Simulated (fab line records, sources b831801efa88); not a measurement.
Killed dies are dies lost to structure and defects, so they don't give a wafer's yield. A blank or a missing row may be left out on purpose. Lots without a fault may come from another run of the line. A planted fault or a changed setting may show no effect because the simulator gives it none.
Chamber matching | flow sky130 | SKY_CONTACT_ETCH_17 on rie_diel-04: 4 sister chambers
The step etches SiO2 in C4F8/O2/Ar, stops on Si3N4, target depth 340 nm. 14 wafers are shown with their chamber, then 7 later ones without.

WAFERS WITH THEIR CHAMBER
wafer  | chamber | bias_w (W) | oes_product_au (a.u.) | chamber_pressure_mTorr (mTorr)
L074.3 | 3       | 1198       | 0.890                 | 39.99
L074.4 | 0       | 1202       | 0.887                 | 39.97
L074.5 | 0       | 1196       | 0.892                 | 39.96
L076.1 | 3       | 1196       | 0.897                 | 39.97
L076.5 | 3       | 1200       | 0.898                 | 40.03
L076.6 | 0       | 1198       | 0.895                 | 40.04
L086.4 | 0       | 1205       | 0.893                 | 39.99
L086.5 | 2       | 1195       | 0.887                 | 40.03
L086.6 | 1       | 1200       | 0.883                 | 40.03
L087.2 | 0       | 1205       | 0.890                 | 40.04
L087.4 | 1       | 1198       | 0.893                 | 40.00
L087.6 | 2       | 1192       | 0.888                 | 39.97
L092.3 | 0       | 1196       | 0.889                 | 39.99
L092.5 | 0       | 1199       | 0.896                 | 40.03

SIGNATURES (means of the wafers above)
reading                | chamber 0 | chamber 1 | chamber 2 | chamber 3 | scatter within a chamber
bias_w                 | 1200.14   | 1199.00   | 1193.50   | 1198.00   | 3.25
oes_product_au         | 0.89171   | 0.88800   | 0.88750   | 0.89500   | 0.0039
chamber_pressure_mTorr | 40.0029   | 40.0150   | 40.0000   | 39.9967   | 0.033
Rule: a wafer's distance from a chamber is the root of the sum, over the readings, of the square of ((its reading less the chamber's mean) divided by the reading's scatter). The wafer belongs to the nearest chamber; if the next one is less than 2 further off, it can't be placed. The scatter: the root of (the sum of the squares of (reading less its chamber's mean) over the shown wafers, divided by (wafers less chambers)).

WAFERS WITHOUT THEIR CHAMBER
wafer  | bias_w (W) | oes_product_au (a.u.) | chamber_pressure_mTorr (mTorr)
L092.6 | 1201       | 0.888                 | 39.97
L095.1 | 1201       | 0.886                 | 40.03
L095.4 | 1199       | 0.898                 | 39.98
L095.6 | 1200       | 0.889                 | 40.03
L096.1 | 1203       | 0.890                 | 40.09
L096.2 | 1197       | 0.892                 | 39.97
L096.5 | 1200       | 0.887                 | 40.00

WHICH CHAMBER EACH WENT THROUGH
wafer  | from the rows above               | in truth
L092.6 | can't be placed: 0 or 1 or 3 or 2 | 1
L095.1 | can't be placed: 1 or 0 or 2 or 3 | 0
L095.4 | can't be placed: 3 or 0 or 1      | 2
L095.6 | can't be placed: 1 or 0 or 3 or 2 | 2
L096.1 | can't be placed: 1 or 0 or 3 or 2 | 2
L096.2 | can't be placed: 3 or 0 or 1 or 2 | 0
L096.5 | can't be placed: 1 or 0 or 2 or 3 | 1
Placed correctly: 0 of 7. Can't be placed from these rows: 7 (the true chamber is among the candidates in 6). Placed wrongly: 0.
